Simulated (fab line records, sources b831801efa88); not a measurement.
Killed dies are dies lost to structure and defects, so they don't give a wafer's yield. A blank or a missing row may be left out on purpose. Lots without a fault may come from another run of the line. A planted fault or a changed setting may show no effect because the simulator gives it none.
fab line records | flow sky130
record lots=5 wafers=15 last_day=50
route steps=708 shown CONTACT@430 METAL1@434 VIA1@458
lots that met no fault: from a run of the same line without faults
start_h: hours from the record's first day to the start of the lot's first wafer shown | wait_h: hours since the lot's step before | " the same as in the row above | L1.1+2: a row that stands for several wafers | - no value, or no start given | * or withheld: withheld | < > ~ a bound
route shown NAME@n: a module of which the file shows steps, and the number in the route of the first | usual: mean/standard deviation of fault-free wafers | same: alike in all rows | chamber/n: place in a boat | sites: the reading at each site | _std_site: their standard deviation | _edge_site: outer sites' mean less inner sites' | radius_mm: how far each site lies from the wafer's centre | mask NAME#n: copy n | behind: the tool/chamber that last shaped the wafer | hold: why the lot was held/for how many hours/how that ended | device: the transistor (n, p or np) that didn't switch | end of line: the same wafers' tests at the end of the route | a step without rows: its recipe alone | killed: dies lost to structure and defects at the first sort, not the wafer's yield | map: a wafer's dies, x killed, . not, _ none there
set.NAME: the setting as run; set.NAME@STEP: as run at that earlier step | model.NAME: the simulator's own value behind a step, which no gauge read
lots at some steps of the route; a table a step, a row a wafer
services: from which hour (start_h, from the record's first day; less than 0 if before it) a tool's chamber was out of use, for how many hours, and why
## steps
# step SKY_CONTACT_CVD_24
# recipe material=W target_thk_nm=340 time_s=102.12 temp_c=400 pressure_torr=40
# usual heater_power_w=821/110
# same time_s=102.12
# columns lot.wafer tool chamber start_h wait_h heater_power_w
L075.1 cvd_w-01 1 725.95 0.0 974
L075.2 " 0 " " 906
L075.3 " 0 " " 905
L079.2 cvd_w-02 0 772.44 0.0 774
L079.4 " 0 " " 772
L079.5 " 0 " " 767
L087.2 cvd_w-01 0 832.79 0.0 889
L087.3 " 1 " " 985
L087.5 " 1 " " 975
L091.2 cvd_w-01 1 859.56 0.1 976
L091.4 " 1 " " 962
L091.5 " 1 " " 1009
L097.2 cvd_w-02 1 916.76 0.0 702
L097.3 " 0 " " 769
L097.4 " 1 " " 703
# step SKY_CONTACT_RS_MEAS_25
# recipe thk_meas_gauge=four-point-probe reads=W_of_CONTACT_CVD_24+TiN_of_CONTACT_SPUTTER_23
# usual CONTACT_W_RS=0.340/0.0033
# columns lot.wafer tool chamber start_h wait_h CONTACT_W_RS[ohm/sq]
L075.1 film_metro-04 - 726.06 0.1 0.337
L075.2 " - " " 0.339
L075.3 " - " " 0.339
L079.2 film_metro-03 - 772.57 0.1 0.339
L079.4 " - " " 0.339
L079.5 " - " " 0.342
L087.2 film_metro-04 - 832.92 0.1 0.339
L087.3 " - " " 0.341
L087.5 " - " " 0.337
L091.2 film_metro-03 - 859.77 0.2 0.337
L091.4 " - " " 0.337
L091.5 " - " " 0.337
L097.2 film_metro-04 - 916.89 0.1 0.343
L097.3 " - " " 0.339
L097.4 " - " " 0.344
# step SKY_CONTACT_THK_MEAS_26
# recipe thk_meas_gauge=xrf reads=W_of_CONTACT_CVD_24
# usual CONTACT_W_THK=344/6.3
# columns lot.wafer tool chamber start_h wait_h CONTACT_W_THK[nm]
L075.1 film_metro-04 - 726.18 0.1 341
L075.2 " - " " 340
L075.3 " - " " 338
L079.2 film_metro-03 - 772.68 0.1 351
L079.4 " - " " 350
L079.5 " - " " 348
L087.2 film_metro-04 - 833.03 0.1 345
L087.3 " - " " 342
L087.5 " - " " 346
L091.2 film_metro-03 - 859.88 0.1 352
L091.4 " - " " 351
L091.5 " - " " 350
L097.2 film_metro-04 - 917.00 0.1 336
L097.3 " - " " 342
L097.4 " - " " 337
# step SKY_CONTACT_CMP_27
# recipe stop_on=SiO2 t_overpolish_s=15 down_force_psi=3.5 platen_rpm=60 target_thk_nm=0 pad_velocity_m_s=0.94248
# usual motor_current_A=11.4/1.2 overpolish_run_s=15.000/0.0098 time_to_endpoint_s=82/3.8
# same t_overpolish_s=15
# columns lot.wafer tool chamber start_h wait_h motor_current_A overpolish_run_s time_to_endpoint_s
L075.2 cmp-01 2 726.24 0.0 11.0 15.012 87
L075.3 " 3 " " 11.0 15.013 84
L075.1 " 1 " " 11.6 14.986 90
L079.4 cmp-02 3 772.73 0.0 11.9 15.018 82
L079.2 " 0 " " 9.8 14.988 85
L079.5 " 3 " " 11.2 15.008 84
L087.3 cmp-01 3 833.18 0.1 10.8 15.002 84
L087.2 " 0 " " 12.3 15.025 81
L087.5 " 1 " " 11.3 15.010 84
L091.4 cmp-01 3 859.98 0.1 10.7 15.004 88
L091.2 " 0 " " 12.0 14.997 80
L091.5 " 3 " " 11.3 15.013 85
L097.2 cmp-02 2 917.05 0.0 13.2 15.004 73
L097.4 " 3 " " 12.3 15.019 78
L097.3 " 0 " " 10.3 15.016 79
# step SKY_METAL1_SPUTTER_00
# recipe material=Ti target_thk_nm=15 power_w=3000 time_s=10 chamber_pressure_pa=0.4
# usual throttle_valve_pct=30.2/1.1
# same time_s=10
# columns lot.wafer tool chamber start_h wait_h throttle_valve_pct
L075.1 pvd_sputter-02 - 726.54 0.1 29.9
L075.2 " - " " 29.8
L075.3 " - " " 28.0
L079.2 pvd_sputter-03 - 773.03 0.2 32.1
L079.4 " - " " 29.6
L079.5 " - " " 28.8
L087.2 pvd_sputter-02 - 833.38 0.1 28.2
L087.3 " - " " 29.8
L087.5 " - " " 31.4
L091.2 pvd_sputter-03 - 860.23 0.1 31.1
L091.4 " - " " 29.2
L091.5 " - " " 31.9
L097.2 pvd_sputter-01 - 917.35 0.2 30.9
L097.3 " - " " 30.0
L097.4 " - " " 31.3
# step SKY_METAL1_SPUTTER_01
# recipe material=TiN target_thk_nm=20 power_w=6500 time_s=16.7 chamber_pressure_pa=0.4
# usual throttle_valve_pct=30.2/1.1
# same time_s=16.7
# columns lot.wafer tool chamber start_h wait_h throttle_valve_pct
L075.1 pvd_sputter-02 - 726.56 0.0 30.1
L075.2 " - " " 30.0
L075.3 " - " " 28.2
L079.2 pvd_sputter-03 - 773.05 0.0 32.1
L079.4 " - " " 29.7
L079.5 " - " " 29.0
L087.2 pvd_sputter-02 - 833.40 0.0 28.0
L087.3 " - " " 29.9
L087.5 " - " " 31.1
L091.2 pvd_sputter-03 - 860.25 0.0 31.2
L091.4 " - " " 28.9
L091.5 " - " " 31.9
L097.2 pvd_sputter-01 - 917.37 0.0 30.9
L097.3 " - " " 30.2
L097.4 " - " " 30.9
# step SKY_METAL1_SPUTTER_02
# recipe material=AlCu target_thk_nm=250 power_w=10600 time_s=13.3 chamber_pressure_pa=0.4
# usual throttle_valve_pct=30.2/1.1
# same time_s=13.3
# columns lot.wafer tool chamber start_h wait_h throttle_valve_pct
L075.1 pvd_sputter-02 - 726.59 0.0 30.0
L075.2 " - " " 29.7
L075.3 " - " " 28.1
L079.2 pvd_sputter-03 - 773.08 0.0 32.0
L079.4 " - " " 29.5
L079.5 " - " " 28.9
L087.2 pvd_sputter-02 - 833.43 0.0 28.0
L087.3 " - " " 29.8
L087.5 " - " " 31.2
L091.2 pvd_sputter-03 - 860.28 0.0 31.2
L091.4 " - " " 29.1
L091.5 " - " " 32.0
L097.2 pvd_sputter-01 - 917.40 0.0 30.9
L097.3 " - " " 30.0
L097.4 " - " " 31.2
# step SKY_METAL1_SPUTTER_03
# recipe material=Ti target_thk_nm=5 power_w=3000 time_s=3.3 chamber_pressure_pa=0.4
# usual throttle_valve_pct=30.2/1.1
# same time_s=3.3
# columns lot.wafer tool chamber start_h wait_h throttle_valve_pct
L075.1 pvd_sputter-02 - 726.61 0.0 30.0
L075.2 " - " " 29.8
L075.3 " - " " 28.2
L079.2 pvd_sputter-03 - 773.10 0.0 32.0
L079.4 " - " " 29.8
L079.5 " - " " 28.8
L087.2 pvd_sputter-02 - 833.45 0.0 28.3
L087.3 " - " " 30.0
L087.5 " - " " 31.4
L091.2 pvd_sputter-03 - 860.30 0.0 31.3
L091.4 " - " " 29.0
L091.5 " - " " 32.3
L097.2 pvd_sputter-01 - 917.42 0.0 30.8
L097.3 " - " " 30.0
L097.4 " - " " 31.1
# step SKY_METAL1_SPUTTER_04
# recipe material=TiN target_thk_nm=70 power_w=6500 time_s=58.3 chamber_pressure_pa=0.4
# usual throttle_valve_pct=30.2/1.1
# same time_s=58.3
# columns lot.wafer tool chamber start_h wait_h throttle_valve_pct
L075.1 pvd_sputter-02 - 726.63 0.0 29.8
L075.2 " - " " 29.9
L075.3 " - " " 28.5
L079.2 pvd_sputter-03 - 773.12 0.0 31.8
L079.4 " - " " 29.7
L079.5 " - " " 28.9
L087.2 pvd_sputter-02 - 833.47 0.0 28.5
L087.3 " - " " 29.8
L087.5 " - " " 31.2
L091.2 pvd_sputter-03 - 860.32 0.0 31.3
L091.4 " - " " 29.0
L091.5 " - " " 32.2
L097.2 pvd_sputter-01 - 917.44 0.0 31.0
L097.3 " - " " 29.9
L097.4 " - " " 31.3
# step SKY_METAL1_RS_MEAS_05
# recipe thk_meas_gauge=four-point-probe reads=TiN_of_METAL1_SPUTTER_04+Ti_of_METAL1_SPUTTER_03+AlCu_of_METAL1_SPUTTER_02+TiN_of_METAL1_SPUTTER_01+Ti_of_METAL1_SPUTTER_00
# usual METAL1_ALCU_RS=0.1265/0.0017
# columns lot.wafer tool chamber start_h wait_h METAL1_ALCU_RS[ohm/sq]
L075.1 film_metro-04 - 726.68 0.0 0.1270
L075.2 " - " " 0.1274
L075.3 " - " " 0.1265
L079.2 film_metro-04 - 773.19 0.0 0.1274
L079.4 " - " " 0.1261
L079.5 " - " " 0.1269
L087.2 film_metro-03 - 833.54 0.0 0.1250
L087.3 " - " " 0.1254
L087.5 " - " " 0.1265
L091.2 film_metro-03 - 860.39 0.0 0.1268
L091.4 " - " " 0.1267
L091.5 " - " " 0.1251
L097.2 film_metro-01 - 917.51 0.0 0.1246
L097.3 " - " " 0.1271
L097.4 " - " " 0.1252
# step SKY_METAL1_THK_MEAS_06
# recipe thk_meas_gauge=xrf reads=AlCu_of_METAL1_SPUTTER_02
# usual METAL1_ALCU_THK=245/3.4
# columns lot.wafer tool chamber start_h wait_h METAL1_ALCU_THK[nm]
L075.1 film_metro-04 - 726.80 0.1 243
L075.2 " - " " 242
L075.3 " - " " 243
L079.2 film_metro-04 - 773.30 0.1 241
L079.4 " - " " 243
L079.5 " - " " 244
L087.2 film_metro-03 - 833.65 0.1 247
L087.3 " - " " 247
L087.5 " - " " 245
L091.2 film_metro-03 - 860.50 0.1 242
L091.4 " - " " 247
L091.5 " - " " 249
L097.2 film_metro-01 - 917.62 0.1 247
L097.3 " - " " 244
L097.4 " - " " 247
# step SKY_METAL1_DEHYDRATE_07
# recipe temp_c=200 time_s=60
# same time_s=60
# columns lot.wafer tool chamber start_h wait_h
L075.1+2+3 litho_track-02 0 739.78 13.0
L079.2+4+5 litho_track-04 0 786.24 12.9
L087.2+3+5 litho_track-01 0 845.96 12.3
L091.2+4+5 litho_track-02 0 872.25 11.7
L097.2+3+4 litho_track-02 0 929.35 11.7
# step SKY_METAL1_HMDS_08
# recipe prime_time_s=60 prime_temp_c=120
# columns lot.wafer tool chamber start_h wait_h
L075.1+2+3 litho_track-02 0 739.93 0.1
L079.2+4+5 litho_track-04 0 786.39 0.1
L087.2+3+5 litho_track-01 0 846.11 0.1
L091.2+4+5 litho_track-02 0 872.40 0.1
L097.2+3+4 litho_track-02 0 929.50 0.1
# step SKY_METAL1_COAT_09
# recipe resist=BARC temp_c=withheld time_s=withheld spin_rpm=3000 resist_thk_nm=60
# columns lot.wafer tool chamber start_h wait_h
L075.1+2+3 litho_track-02 0 740.08 0.1
L079.2+4+5 litho_track-04 0 786.54 0.1
L087.2+3+5 litho_track-01 0 846.26 0.1
L091.2+4+5 litho_track-02 0 872.55 0.1
L097.2+3+4 litho_track-02 0 929.65 0.1
# step SKY_METAL1_COAT_10
# recipe resist=KrF-thick spin_rpm=3000 resist_thk_nm=450
# columns lot.wafer tool chamber start_h wait_h
L075.1+2+3 litho_track-02 0 - -
L079.2+4+5 litho_track-04 0 - -
L087.2+3+5 litho_track-01 0 - -
L091.2+4+5 litho_track-02 0 - -
L097.2+3+4 litho_track-02 0 - -
# step SKY_METAL1_SOFTBAKE_11
# recipe temp_c=100 time_s=90 resist=KrF-thick
# same time_s=90
# columns lot.wafer tool chamber start_h wait_h
L075.1+2+3 litho_track-02 0 - -
L079.2+4+5 litho_track-04 0 - -
L087.2+3+5 litho_track-01 0 - -
L091.2+4+5 litho_track-02 0 - -
L097.2+3+4 litho_track-02 0 - -
# step SKY_METAL1_EXPOSE_12
# recipe mask_id=MM1 na=0.8 source_shape=annular sigma_inner=0.55 sigma_outer=0.85 target_cd_nm=140 dose_mj=28
# columns lot.wafer tool chamber start_h wait_h mask
L075.1+2+3 krf_scanner-02 0 - - MM1#0
L079.2+4+5 krf_scanner-01 0 - - MM1#0
L087.2+3+5 krf_scanner-01 0 - - MM1#0
L091.2+4+5 krf_scanner-01 0 - - MM1#0
L097.2+3+4 krf_scanner-02 0 - - MM1#0
# step SKY_METAL1_PEB_13
# recipe peb_temp_c=withheld peb_time_s=withheld resist=KrF-thick
# columns lot.wafer tool chamber start_h wait_h
L075.1+2+3 litho_track-01 0 - -
L079.2+4+5 litho_track-01 0 - -
L087.2+3+5 litho_track-01 0 - -
L091.2+4+5 litho_track-04 0 - -
L097.2+3+4 litho_track-01 0 - -
# step SKY_METAL1_DEVELOP_14
# recipe develop_time_s=60 resist=KrF-thick dev_temp_c=21
# columns lot.wafer tool chamber start_h wait_h
L075.1+2+3 litho_track-01 0 - -
L079.2+4+5 litho_track-01 0 - -
L087.2+3+5 litho_track-01 0 - -
L091.2+4+5 litho_track-04 0 - -
L097.2+3+4 litho_track-01 0 - -
# step SKY_METAL1_CD_MEAS_15
# recipe target_cd_nm=140
# usual cd_nm=140.3/1.4
# columns lot.wafer tool chamber start_h wait_h cd_nm
L075.1 cd_sem-02 - 754.39 - 141.9
L075.2 " - " " 142.0
L075.3 " - " " 140.7
L079.2 cd_sem-02 - 800.31 - 139.3
L079.4 " - " " 139.9
L079.5 " - " " 139.9
L087.2 cd_sem-02 - 860.06 - 142.5
L087.3 " - " " 141.2
L087.5 " - " " 140.4
L091.2 cd_sem-02 - 885.58 - 139.9
L091.4 " - " " 139.9
L091.5 " - " " 139.9
L097.2 cd_sem-02 - 942.96 - 142.0
L097.3 " - " " 142.2
L097.4 " - " " 140.1
# step SKY_METAL1_OVL_MEAS_16
# usual METAL1_OVL=-1/5.1
# columns lot.wafer tool chamber start_h wait_h METAL1_OVL[nm]
L075.1 overlay-02 - 754.51 0.1 4
L075.2 " - " " 1
L075.3 " - " " 1
L079.2 overlay-01 - 800.41 0.1 -3
L079.4 " - " " -6
L079.5 " - " " -2
L087.2 overlay-01 - 860.16 0.1 7
L087.3 " - " " 1
L087.5 " - " " -5
L091.2 overlay-02 - 885.69 0.1 -5
L091.4 " - " " -6
L091.5 " - " " -1
L097.2 overlay-01 - 943.06 0.1 0
L097.3 " - " " -4
L097.4 " - " " -4
# step SKY_METAL1_DESCUM_17
# recipe chemistry=O2 source_power_w=150 bias_power_w=0 pressure_mtorr=10 temp_c=40 time_s=8
# usual drypump_motor_current_A=5.6/0.58 oes_product_au=1.006/0.012
# same time_s=8
# columns lot.wafer tool chamber start_h wait_h drypump_motor_current_A oes_product_au rf_hours_counter_h
L075.1 rie_metal-04 0 754.54 0.0 4.9 1.011 7
L075.2 " 1 " " 5.2 1.028 8
L075.3 " 0 " " 5.0 1.015 -
L079.2 rie_metal-03 1 800.44 0.0 6.2 1.026 8
L079.4 " 1 " " 6.2 1.011 -
L079.5 " 1 " " 6.2 1.015 -
L087.2 rie_metal-04 0 860.19 0.0 4.9 1.005 11
L087.3 " 1 " " 5.2 1.012 -
L087.5 " 0 " " 5.0 1.018 -
L091.2 rie_metal-03 0 885.72 0.0 5.1 0.990 4
L091.4 " 1 " " 6.2 1.012 -
L091.5 " 1 " " 6.2 1.006 -
L097.2 rie_metal-03 1 943.09 0.0 6.2 1.011 15
L097.3 " 0 " " 5.1 0.976 -
L097.4 " 1 " " 6.2 1.005 -
# step SKY_METAL1_ETCH_18
# recipe chemistry=N2/H2 target=BARC ion_energy_ev=200 bias_w=100 pressure_mtorr=30 n2_flow_sccm=100 h2_flow_sccm=200 icp_w=500 stop_on=SiO2 time_s=45.9 target_depth_a=600
# usual drypump_motor_current_A=5.6/0.58 oes_product_au=0.855/0.0047 throttle_valve_pct=13.226/0.0092
# same time_s=45.9
# columns lot.wafer tool chamber start_h wait_h drypump_motor_current_A oes_product_au rf_hours_counter_h throttle_valve_pct
L075.1 rie_metal-04 0 754.58 0.0 5.0 0.848 7 13.217
L075.2 " 1 " " 5.2 0.849 8 13.226
L075.3 " 0 " " 5.0 0.851 - 13.222
L079.2 rie_metal-03 1 800.48 0.0 6.2 0.856 8 13.238
L079.4 " 1 " " 6.2 0.862 - 13.219
L079.5 " 1 " " 6.2 0.854 - 13.227
L087.2 rie_metal-04 0 860.23 0.0 5.0 0.848 11 13.234
L087.3 " 1 " " 5.2 0.860 - 13.215
L087.5 " 0 " " 5.0 0.861 - 13.234
L091.2 rie_metal-03 0 885.75 0.0 5.1 0.859 4 13.218
L091.4 " 1 " " 6.2 0.854 - 13.225
L091.5 " 1 " " 6.2 0.860 - 13.230
L097.2 rie_metal-03 1 943.13 0.0 6.2 0.851 15 13.219
L097.3 " 0 " " 5.2 0.860 - 13.225
L097.4 " 1 " " 6.1 0.858 - 13.237
# step SKY_METAL1_METAL_ETCH_19
# recipe target_depth_a=3600 stop_on=SiO2 over_etch_frac=0.3 time_s=78 chemistry=Cl2/BCl3 resist_sidewall_deg=88 pressure_mtorr=10 icp_w=900 bias_w=48.5 Cl2_flow_sccm=60 bcl3_flow_sccm=30
# usual drypump_motor_current_A=5.6/0.58 mfc_cl2_sccm=59.96/0.17 oes_product_au=0.855/0.0062 throttle_valve_pct=22.263/0.0086
# same time_s=78
# columns lot.wafer tool chamber start_h wait_h drypump_motor_current_A mfc_cl2_sccm oes_product_au rf_hours_counter_h throttle_valve_pct
L075.1 rie_metal-04 0 754.64 0.0 4.9 60.01 0.851 7 22.264
L075.2 " 1 " " 5.2 59.94 0.851 9 22.261
L075.3 " 0 " " 5.0 59.95 0.857 - 22.272
L079.2 rie_metal-03 1 800.54 0.0 6.2 60.26 0.848 8 22.268
L079.4 " 1 " " 6.2 59.93 0.861 - 22.256
L079.5 " 1 " " 6.2 59.91 0.850 - 22.256
L087.2 rie_metal-04 0 860.29 0.0 4.9 60.10 0.864 11 22.264
L087.3 " 1 " " 5.2 60.08 0.857 - 22.250
L087.5 " 0 " " 5.0 59.96 0.867 - 22.265
L091.2 rie_metal-03 0 885.81 0.0 5.2 59.90 0.850 4 22.269
L091.4 " 1 " " 6.2 59.93 0.861 - 22.254
L091.5 " 1 " " 6.1 59.71 0.864 - 22.260
L097.2 rie_metal-03 1 943.19 0.0 6.1 60.26 0.858 15 22.272
L097.3 " 0 " " 5.1 60.08 0.845 - 22.263
L097.4 " 1 " " 6.2 60.24 0.860 - 22.271
# step SKY_METAL1_STRIP_20
# recipe chemistry=O2/N2 power_w=1400 pressure_mtorr=1500 platen_temp_c=withheld o2_flow_sccm=3000 n2_flow_sccm=300 overash_fraction=0.5
# usual drypump_motor_current_A=5.9/0.38 oes_product_au=0.342/0.0053 strip_time_to_endpoint_s=2.67/0.055
# columns lot.wafer tool chamber start_h wait_h drypump_motor_current_A oes_product_au rf_hours_counter_h strip_time_to_endpoint_s
L075.1 plasma_asher-02 0 754.73 0.1 6.3 0.336 95 2.66
L075.2 " 1 " " 5.6 0.332 95 2.63
L075.3 " 0 " " 6.3 0.355 - 2.63
L079.2 plasma_asher-02 1 800.63 0.1 5.7 0.347 101 2.68
L079.4 " 1 " " 5.7 0.348 - 2.70
L079.5 " 1 " " 5.7 0.339 - 2.68
L087.2 plasma_asher-02 1 860.38 0.1 5.7 0.340 108 2.67
L087.3 " 1 " " 5.7 0.339 - 2.61
L087.5 " 1 " " 5.6 0.342 - 2.65
L091.2 plasma_asher-02 1 885.90 0.1 5.7 0.341 111 2.76
L091.4 " 0 " " 6.3 0.336 - 2.71
L091.5 " 1 " " 5.7 0.349 - 2.69
L097.2 plasma_asher-04 0 943.31 0.1 6.0 0.350 15 2.70
L097.3 " 0 " " 6.0 0.344 - 2.80
L097.4 " 1 " " 5.7 0.337 - 2.67
# step SKY_METAL1_STRIP_21
# recipe chemistry=post_etch_residue_remover time_s=1200 temp_c=72.5
# same time_s=1200
# columns lot.wafer tool chamber start_h wait_h
L075.1+2+3 wet_bench-02 3 754.83 0.1
L079.2+4+5 wet_bench-01 1 800.73 0.1
L087.2+3+5 wet_bench-02 3 860.48 0.1
L091.2+4+5 wet_bench-01 0 886.00 0.1
L097.2+3+4 wet_bench-02 0 943.43 0.1
# step SKY_METAL1_CLEAN_22
# recipe chemistry=IPA time_s=180 temp_c=25
# same time_s=180
# columns lot.wafer tool chamber start_h wait_h
L075.1+2+3 wet_bench-01 0 755.20 0.0
L079.2+4+5 wet_bench-04 3 801.07 0.0
L087.2+3+5 wet_bench-01 2 860.82 0.0
L091.2+4+5 wet_bench-02 2 886.38 0.0
L097.2+3+4 wet_bench-01 1 943.85 0.1
# step SKY_METAL1_CLEAN_23
# recipe chemistry=O3/DIW dry=n2_spin
# columns lot.wafer tool chamber start_h wait_h
L075.1+2+3 wet_bench-02 3 755.26 0.0
L079.2+4+5 wet_bench-02 2 801.13 0.0
L087.2+3+5 wet_bench-04 3 860.88 0.0
L091.2+4+5 wet_bench-04 2 886.43 0.0
L097.2+3+4 wet_bench-01 3 944.00 0.1
# step SKY_VIA1_HDPCVD_00
# recipe material=SiO2 target_thk_nm=1030 sigma_open_frac=0.3 time_s=171.7 temp_c=400 sih4_flow_sccm=60 pressure_mtorr=6
# same time_s=171.7
# columns lot.wafer tool chamber start_h wait_h
L075.1+2+3 hdpcvd-01 0,1,2 755.36 0.0
L079.2+4+5 hdpcvd-02 2,2,0 801.23 0.0
L087.2+3+5 hdpcvd-01 1,2,1 860.98 0.0
L091.2+4+5 hdpcvd-01 0,2,0 886.53 0.0
L097.2+3+4 hdpcvd-01 1,0,2 944.10 0.0
# step SKY_VIA1_THK_MEAS_01
# recipe reads=SiO2_of_VIA1_HDPCVD_00
# usual VIA1_HDPCVD_THK=1036/11
# columns lot.wafer tool chamber start_h wait_h VIA1_HDPCVD_THK[nm]
L075.1 film_metro-02 - 755.47 0.1 1033
L075.2 " - " " 1041
L075.3 " - " " 1035
L079.2 film_metro-04 - 801.35 0.1 1010
L079.4 " - " " 1022
L079.5 " - " " 1034
L087.2 film_metro-02 - 861.11 0.1 1047
L087.3 " - " " 1056
L087.5 " - " " 1045
L091.2 film_metro-01 - 886.66 0.1 1054
L091.4 " - " " 1040
L091.5 " - " " 1046
L097.2 film_metro-01 - 944.22 0.1 1013
L097.3 " - " " 1030
L097.4 " - " " 1020
# step SKY_VIA1_CMP_02
# recipe material=SiO2 down_force_psi=4 platen_rpm=60 pad_velocity_m_s=0.94248
# usual motor_current_A=12.4/1.3
# columns lot.wafer tool chamber start_h wait_h motor_current_A
L075.2 cmp-02 2 755.53 0.0 14.9
L075.1 " 0 " " 11.0
L075.3 " 1 " " 11.2
L079.2 cmp-01 0 801.40 0.0 13.2
L079.4 " 3 " " 12.2
L079.5 " 0 " " 14.1
L087.3 cmp-01 1 861.16 0.0 13.1
L087.2 " 2 " " 11.4
L087.5 " 1 " " 12.5
L091.4 cmp-02 3 888.22 1.5 12.4
L091.2 " 0 " " 11.0
L091.5 " 3 " " 12.1
L097.4 cmp-02 1 944.74 0.5 10.7
L097.3 " 2 " " 14.3
L097.2 " 3 " " 12.0
# step SKY_VIA1_BOW_MEAS_03
# recipe mode=bow
# usual VIA1_BOW=80/6.7
# columns lot.wafer tool chamber start_h wait_h VIA1_BOW[um]
L075.1 film_metro-01 - 755.83 0.1 88
L075.2 " - " " 79
L075.3 " - " " 88
L079.2 film_metro-04 - 801.72 0.3 90
L079.4 " - " " 91
L079.5 " - " " 86
L087.2 film_metro-02 - 861.48 0.2 90
L087.3 " - " " 82
L087.5 " - " " 79
L091.2 film_metro-02 - 888.49 0.2 69
L091.4 " - " " 71
L091.5 " - " " 64
L097.2 film_metro-04 - 945.01 0.1 89
L097.3 " - " " 76
L097.4 " - " " 78
# step SKY_VIA1_DEHYDRATE_04
# recipe temp_c=200 time_s=60
# same time_s=60
# columns lot.wafer tool chamber start_h wait_h
L075.1+2+3 litho_track-01 0 768.54 12.7
L079.2+4+5 litho_track-03 0 813.84 12.1
L087.2+3+5 litho_track-03 0 872.94 11.4
L091.2+4+5 litho_track-01 0 899.91 11.4
L097.2+3+4 litho_track-03 0 956.89 11.9
# step SKY_VIA1_HMDS_05
# recipe prime_time_s=60 prime_temp_c=120
# columns lot.wafer tool chamber start_h wait_h
L075.1+2+3 litho_track-01 0 768.69 0.1
L079.2+4+5 litho_track-03 0 813.99 0.1
L087.2+3+5 litho_track-03 0 873.09 0.1
L091.2+4+5 litho_track-01 0 900.06 0.1
L097.2+3+4 litho_track-03 0 957.04 0.1
# step SKY_VIA1_COAT_06
# recipe resist=BARC temp_c=withheld time_s=withheld spin_rpm=3000 resist_thk_nm=60
# columns lot.wafer tool chamber start_h wait_h
L075.1+2+3 litho_track-01 0 768.84 0.1
L079.2+4+5 litho_track-03 0 814.14 0.1
L087.2+3+5 litho_track-03 0 873.24 0.1
L091.2+4+5 litho_track-01 0 900.21 0.1
L097.2+3+4 litho_track-03 0 957.19 0.1
# step SKY_VIA1_COAT_07
# recipe resist=KrF-thick spin_rpm=3000 resist_thk_nm=450
# columns lot.wafer tool chamber start_h wait_h
L075.1+2+3 litho_track-01 0 - -
L079.2+4+5 litho_track-03 0 - -
L087.2+3+5 litho_track-03 0 - -
L091.2+4+5 litho_track-01 0 - -
L097.2+3+4 litho_track-03 0 - -
# step SKY_VIA1_SOFTBAKE_08
# recipe temp_c=100 time_s=90 resist=KrF-thick
# same time_s=90
# columns lot.wafer tool chamber start_h wait_h
L075.1+2+3 litho_track-01 0 - -
L079.2+4+5 litho_track-03 0 - -
L087.2+3+5 litho_track-03 0 - -
L091.2+4+5 litho_track-01 0 - -
L097.2+3+4 litho_track-03 0 - -
# step SKY_VIA1_EXPOSE_09
# recipe mask_id=VIM na=0.8 source_shape=annular sigma_inner=0.55 sigma_outer=0.85 target_cd_nm=150 dose_mj=38
# columns lot.wafer tool chamber start_h wait_h mask
L075.1+2+3 krf_scanner-01 0 - - VIM#0
L079.2+4+5 krf_scanner-02 0 - - VIM#0
L087.2+3+5 krf_scanner-01 0 - - VIM#0
L091.2+4+5 krf_scanner-01 0 - - VIM#0
L097.2+3+4 krf_scanner-02 0 - - VIM#0
# step SKY_VIA1_PEB_10
# recipe peb_temp_c=withheld peb_time_s=withheld resist=KrF-thick
# columns lot.wafer tool chamber start_h wait_h
L075.1+2+3 litho_track-03 0 - -
L079.2+4+5 litho_track-01 0 - -
L087.2+3+5 litho_track-03 0 - -
L091.2+4+5 litho_track-01 0 - -
L097.2+3+4 litho_track-02 0 - -
# step SKY_VIA1_DEVELOP_11
# recipe develop_time_s=60 resist=KrF-thick dev_temp_c=21
# columns lot.wafer tool chamber start_h wait_h
L075.1+2+3 litho_track-03 0 - -
L079.2+4+5 litho_track-01 0 - -
L087.2+3+5 litho_track-03 0 - -
L091.2+4+5 litho_track-01 0 - -
L097.2+3+4 litho_track-02 0 - -
# step SKY_VIA1_CD_MEAS_12
# recipe target_cd_nm=150
# usual cd_nm=149.7/1.8
# columns lot.wafer tool chamber start_h wait_h cd_nm
L075.1 cd_sem-02 - 782.66 - 151.7
L075.2 " - " " 150.3
L075.3 " - " " 151.2
L079.2 cd_sem-01 - 828.31 - 149.1
L079.4 " - " " 150.0
L079.5 " - " " 149.6
L087.2 cd_sem-02 - 886.28 - 151.4
L087.3 " - " " 148.9
L087.5 " - " " 149.3
L091.2 cd_sem-01 - 913.71 - 149.1
L091.4 " - " " 147.0
L091.5 " - " " 147.2
L097.2 cd_sem-02 - 969.15 - 148.7
L097.3 " - " " 147.9
L097.4 " - " " 149.0
# step SKY_VIA1_OVL_MEAS_13
# usual VIA1_OVL=-5/5.8
# columns lot.wafer tool chamber start_h wait_h VIA1_OVL[nm]
L075.1 overlay-01 - 782.78 0.1 0
L075.2 " - " " -3
L075.3 " - " " -6
L079.2 overlay-01 - 828.41 0.1 -4
L079.4 " - " " -6
L079.5 " - " " -10
L087.2 overlay-02 - 886.39 0.1 5
L087.3 " - " " 3
L087.5 " - " " 11
L091.2 overlay-01 - 913.81 0.1 -4
L091.4 " - " " 4
L091.5 " - " " 4
L097.2 overlay-02 - 969.25 0.1 2
L097.3 " - " " 0
L097.4 " - " " -3
## services
# columns tool chamber start_h hours kind
rie_metal-03 - 716.83 28.1 pm
cmp-02 - 721.33 15.0 pm
cmp-02 - 721.96 0.5 repair
krf_scanner-01 - 727.35 2.8 repair
rie_metal-04 - 731.51 1.1 repair
cmp-01 - 743.66 0.6 repair
cmp-02 - 744.20 4.0 pm
rie_metal-03 0 757.04 10.9 repair
krf_scanner-01 - 762.48 4.0 pm
rie_metal-03 - 768.05 2.8 pm
krf_scanner-01 - 778.93 1.0 pm
krf_scanner-01 - 801.94 0.5 repair
pvd_sputter-02 - 807.03 6.9 repair
rie_metal-04 1 827.84 1.5 repair
krf_scanner-01 - 828.87 0.8 pm
pvd_sputter-03 - 839.46 1.6 repair
krf_scanner-01 - 859.44 1.3 pm
rie_metal-04 - 891.06 0.9 repair
pvd_sputter-02 - 917.59 2.4 repair
rie_metal-03 - 925.46 0.2 repair
rie_metal-04 1 937.84 4.0 repair
rie_metal-04 - 943.20 1.4 pm
wet_bench-02 - 944.87 4.0 repair
krf_scanner-01 - 948.00 1.0 pm
## key
fault none
